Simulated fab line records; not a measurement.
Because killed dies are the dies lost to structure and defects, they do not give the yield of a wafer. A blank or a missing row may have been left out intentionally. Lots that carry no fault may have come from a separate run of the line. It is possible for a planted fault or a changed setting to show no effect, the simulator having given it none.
fab line records    flow gf180mcu    part 2 of 2: steps 28 to 36 of 36
record lots=5  wafers=15  lastDay=32
route steps=602 shown V2@396 M3@409 V3@429
lots that met no fault: taken from a fault-free run of the same line
startH: the number of hours between the record's first day and the start of the first shown wafer of the lot    waitH: time in hours since the lot's previous step    " as in the row above    L1.1+2: one row covering several wafers at once    - either no value or no given start    * or withheld: withheld    < > ~ a bound
route shown NAME@n: NAME is a module with steps in the file, n the number in the route of the first one    usual: mean and standard deviation over wafers with no fault    same: alike in all rows    chamber/n: place in a boat    sites: each site's reading    _std_site: how widely they spread, as a standard deviation    _edge_site: mean of outer sites minus mean of inner sites    radiusMm: how far each site lies from the wafer's centre    mask NAME#n: copy n    behind: tool/chamber where the wafer was last shaped    hold: cause of the lot's hold/its duration in hours/its outcome    device: transistor that didn't switch, given as n, p or np    end of line: tests run on the same wafers once the route is complete    a step with no rows: only its recipe    killed: at the first sort, the dies lost to defects and structure; wafer yield is something else    map: a wafer's dies, x killed, . not, _ none there
set.NAME: the setting the step ran with; set.NAME@STEP: the setting that earlier step ran with    model.NAME: the simulator's own value behind a step, which no gauge read
lots seen at some steps along the route; tables by step, rows by wafer
services: the hour from which a tool's chamber was out of use, counted from the record's first day as startH (under 0 if before that day), plus the number of hours and why
## steps
# step GF_M3_CD_MEAS_14
# recipe targetCdNm=280
# usual cdNm=279.6/1.3
lot.wafer  tool      chamber  startH  waitH  cdNm
L081.3     cdSem-02  -        539.30  0.1    279.6
L081.5     "         -        "       "      279.3
L081.6     "         -        "       "      281.4
L082.2     cdSem-02  -        544.93  0.1    279.8
L082.3     "         -        "       "      279.6
L082.6     "         -        "       "      279.2
L085.1     cdSem-02  -        573.11  0.1    278.6
L085.2     "         -        "       "      280.2
L085.5     "         -        "       "      279.4
L087.1     cdSem-02  -        590.78  0.1    279.8
L087.2     "         -        "       "      278.5
L087.4     "         -        "       "      278.9
L089.1     cdSem-02  -        620.68  0.1    280.2
L089.4     "         -        "       "      279.5
L089.5     "         -        "       "      279.2
# step GF_M3_OVL_MEAS_15
# usual M3_OVL=0/4.4
lot.wafer  tool        chamber  startH  waitH  M3_OVL[nm]
L081.3     overlay-01  -        539.40  0.1    7
L081.5     "           -        "       "      3
L081.6     "           -        "       "      -3
L082.2     overlay-01  -        545.04  0.1    0
L082.3     "           -        "       "      -4
L082.6     "           -        "       "      1
L085.1     overlay-01  -        573.23  0.1    -1
L085.2     "           -        "       "      -1
L085.5     "           -        "       "      2
L087.1     overlay-01  -        590.90  0.1    -6
L087.2     "           -        "       "      -3
L087.4     "           -        "       "      -8
L089.1     overlay-02  -        620.80  0.1    -7
L089.4     "           -        "       "      -8
L089.5     "           -        "       "      -2
# step GF_M3_METAL_ETCH_16
# recipe chemistry=Cl2/BCl3  maskMaterial=KrF  targetDepthNm=750.8  stopOn=SiO2  pressureMtorr=8  icpW=800  biasW=140  Cl2_flow_sccm=80  bcl3FlowSccm=40  timeS=125.1
# usual bcl3FlowSccm=39.98/0.12  drypumpMotorCurrentA=5.8/0.47  oesProductAu=0.991/0.0057  rfFwdPowerW=796.6/2.2  throttleValvePct=28.230/0.011
lot.wafer  tool         chamber  startH  waitH  bcl3FlowSccm  drypumpMotorCurrentA  oesProductAu  rfFwdPowerW  rfHoursCounterH  throttleValvePct
L081.3     rieMetal-02  0        539.46  0.1    40.00         5.7                   0.989         795.9        -                28.231
L081.5     "            1        "       "      39.96         6.6                   0.986         797.9        -                28.217
L081.6     "            0        "       "      40.19         5.7                   0.989         795.2        -                28.218
L082.2     rieMetal-04  0        545.07  0.0    39.97         5.1                   0.996         796.7        10               28.226
L082.3     "            0        "       "      39.92         5.1                   0.980         799.1        -                28.231
L082.6     "            1        "       "      39.95         5.6                   0.988         794.6        -                28.212
L085.1     rieMetal-04  1        573.27  0.0    40.13         5.6                   0.987         798.1        3                28.227
L085.2     "            0        "       "      40.02         5.1                   0.988         798.0        11               28.240
L085.5     "            0        "       "      40.13         5.0                   0.999         794.7        -                28.226
L087.1     rieMetal-03  1        590.94  0.0    39.99         5.5                   0.993         795.2        11               28.239
L087.2     "            0        "       "      40.04         5.6                   0.988         795.9        11               28.233
L087.4     "            0        "       "      39.84         5.6                   0.998         793.3        -                28.208
L089.1     rieMetal-02  0        620.83  0.0    40.12         5.7                   0.991         799.6        12               28.230
L089.4     "            0        "       "      40.01         5.7                   0.992         794.9        -                28.216
L089.5     "            1        "       "      40.21         6.7                   0.987         794.5        -                28.235
# step GF_M3_STRIP_17
# recipe chemistry=O2/N2  powerW=1400  pressureMtorr=1500  platenTempC=250  o2FlowSccm=3000  n2FlowSccm=300  overashFraction=0.5
# usual drypumpMotorCurrentA=5.7/0.49  heaterPowerW=339/23  oesProductAu=0.537/0.0051  stripTimeToEndpointS=7.37/0.049
lot.wafer  tool            chamber  startH  waitH  drypumpMotorCurrentA  heaterPowerW  oesProductAu  rfHoursCounterH  stripTimeToEndpointS
L081.3     plasmaAsher-02  0        539.58  0.1    5.2                   332           0.527         -                7.29
L081.5     "               1        "       "      5.9                   313           0.532         -                7.38
L081.6     "               0        "       "      5.2                   333           0.536         -                7.30
L082.2     plasmaAsher-03  1        545.20  0.1    5.3                   309           0.537         77               7.39
L082.3     "               1        "       "      5.3                   322           0.546         -                7.35
L082.6     "               1        "       "      5.3                   316           0.539         -                7.31
L085.1     plasmaAsher-03  0        573.40  0.1    5.6                   369           0.535         81               7.28
L085.2     "               1        "       "      5.3                   313           0.529         81               7.27
L085.5     "               1        "       "      5.3                   315           0.537         -                7.27
L087.1     plasmaAsher-03  1        591.07  0.1    5.3                   316           0.528         83               7.34
L087.2     "               0        "       "      5.5                   362           0.531         83               7.31
L087.4     "               1        "       "      5.2                   314           0.537         -                7.28
L089.1     plasmaAsher-03  1        620.96  0.1    5.2                   315           0.536         86               7.36
L089.4     "               1        "       "      5.2                   320           0.536         -                7.37
L089.5     "               1        "       "      5.2                   309           0.540         -                7.43
# step GF_M3_STRIP_18
# recipe chemistry=postEtchResidueRemover  timeS=1200  tempC=72.5
# usual bathHeatDutyPct=13.7/1.8
lot.wafer  tool         chamber  startH  waitH  bathHeatDutyPct
L081.3     wetBench-03  2        539.65  0.0    12.2
L081.5     "            2        "       "      12.9
L081.6     "            2        "       "      12.4
L082.2     wetBench-01  2        545.30  0.1    12.1
L082.3     "            2        "       "      13.2
L082.6     "            2        "       "      11.7
L085.1     wetBench-04  0        573.50  0.1    15.3
L085.2     "            0        "       "      15.6
L085.5     "            0        "       "      14.9
L087.1     wetBench-04  1        591.17  0.1    12.0
L087.2     "            1        "       "      12.5
L087.4     "            1        "       "      12.3
L089.1     wetBench-01  0        621.06  0.1    11.3
L089.4     "            0        "       "      10.2
L089.5     "            0        "       "      12.0
# step GF_M3_CLEAN_19
# recipe chemistry=DIW  dry=n2Spin
lot.wafer   tool         chamber  startH  waitH
L081.3+5+6  wetBench-04  2        539.99  0.0
L082.2+3+6  wetBench-04  1        545.64  0.0
L085.1+2+5  wetBench-01  0        573.87  0.0
L087.1+2+4  wetBench-01  0        591.51  0.0
L089.1+4+5  wetBench-04  1        621.40  0.0
# step GF_V3_CVD_00
# recipe material=SiO2  targetThkNm=600  sigmaOpenFrac=0.3  tempC=400  timeS=100  sih4FlowSccm=60  pressureMtorr=6
lot.wafer   tool       chamber  startH  waitH
L081.3+5+6  hdpcvd-01  1,0,1    540.09  0.0
L082.2+3+6  hdpcvd-01  2,1,2    545.74  0.0
L085.1+2+5  hdpcvd-02  2,1,0    573.96  0.0
L087.1+2+4  hdpcvd-02  0,1,1    591.61  0.0
L089.1+4+5  hdpcvd-01  2,0,1    621.49  0.0
# step GF_V3_THK_MEAS_01
# recipe reads=SiO2_of_V3_CVD_00
# usual V3_CVD_00_THK=598/5.3
lot.wafer  tool          chamber  startH  waitH  V3_CVD_00_THK[nm]
L081.3     filmMetro-01  -        540.18  0.1    588
L081.5     "             -        "       "      598
L081.6     "             -        "       "      591
L082.2     filmMetro-03  -        545.82  0.0    595
L082.3     "             -        "       "      593
L082.6     "             -        "       "      594
L085.1     filmMetro-02  -        574.03  0.0    605
L085.2     "             -        "       "      599
L085.5     "             -        "       "      601
L087.1     filmMetro-01  -        591.68  0.0    600
L087.2     "             -        "       "      598
L087.4     "             -        "       "      602
L089.1     filmMetro-03  -        621.57  0.0    599
L089.4     "             -        "       "      600
L089.5     "             -        "       "      594
# step GF_V3_CVD_02
# recipe material=SiO2  targetThkNm=850  precursor=TEOS  tempC=400  timeS=94.851  rfW=600
# usual heaterPowerW=712/85  rfFwdPowerW=596.6/2.1
lot.wafer  tool      chamber  startH  waitH  heaterPowerW  rfFwdPowerW
L081.3     pecvd-03  2        540.22  0.0    645           598.0
L081.5     "         1        "       "      792           592.8
L081.6     "         2        "       "      679           597.1
L082.2     pecvd-03  2        545.87  0.0    607           599.2
L082.3     "         0        "       "      735           597.9
L082.6     "         1        "       "      612           599.7
L085.1     pecvd-01  2        574.09  0.1    721           597.6
L085.2     "         0        "       "      669           599.6
L085.5     "         0        "       "      698           599.6
L087.1     pecvd-04  2        591.74  0.1    779           595.8
L087.2     "         1        "       "      581           598.6
L087.4     "         0        "       "      636           598.8
L089.1     pecvd-03  1        621.63  0.1    733           598.1
L089.4     "         0        "       "      824           592.6
L089.5     "         2        "       "      589           600.9
## services
tool            chamber  startH  hours  kind
pvdSputter-01   -        492.24  3.8    repair
krfScanner-01   -        492.84  1.3    pm
cmp-02          -        504.98  15.0   pm
hdpcvd-01       -        507.38  5.5    pm
pvdSputter-03   -        508.64  2.2    repair
pvdSputter-01   -        520.43  4.7    repair
rieDiel-01      3        522.27  3.4    repair
hdpcvd-01       -        531.11  6.8    repair
cmp-02          -        531.89  4.4    pm
pvdSputter-03   -        533.64  3.5    repair
pvdSputter-03   -        534.26  10.8   repair
plasmaAsher-02  -        535.89  0.6    repair
cmp-02          -        550.84  12.0   repair
pvdSputter-02   -        552.20  2.9    repair
cvdW-02         0        554.31  1.5    repair
pvdSputter-01   -        558.29  4.2    repair
pvdSputter-04   -        566.35  1.3    repair
pvdSputter-04   -        582.99  1.4    repair
krfScanner-01   -        589.48  1.0    pm
rieDiel-03      2        596.19  7.1    repair
plasmaAsher-03  -        607.66  3.4    repair
pvdSputter-04   -        609.94  1.9    repair
krfScanner-01   -        617.52  0.8    pm
rieDiel-01      1        618.41  8.3    repair
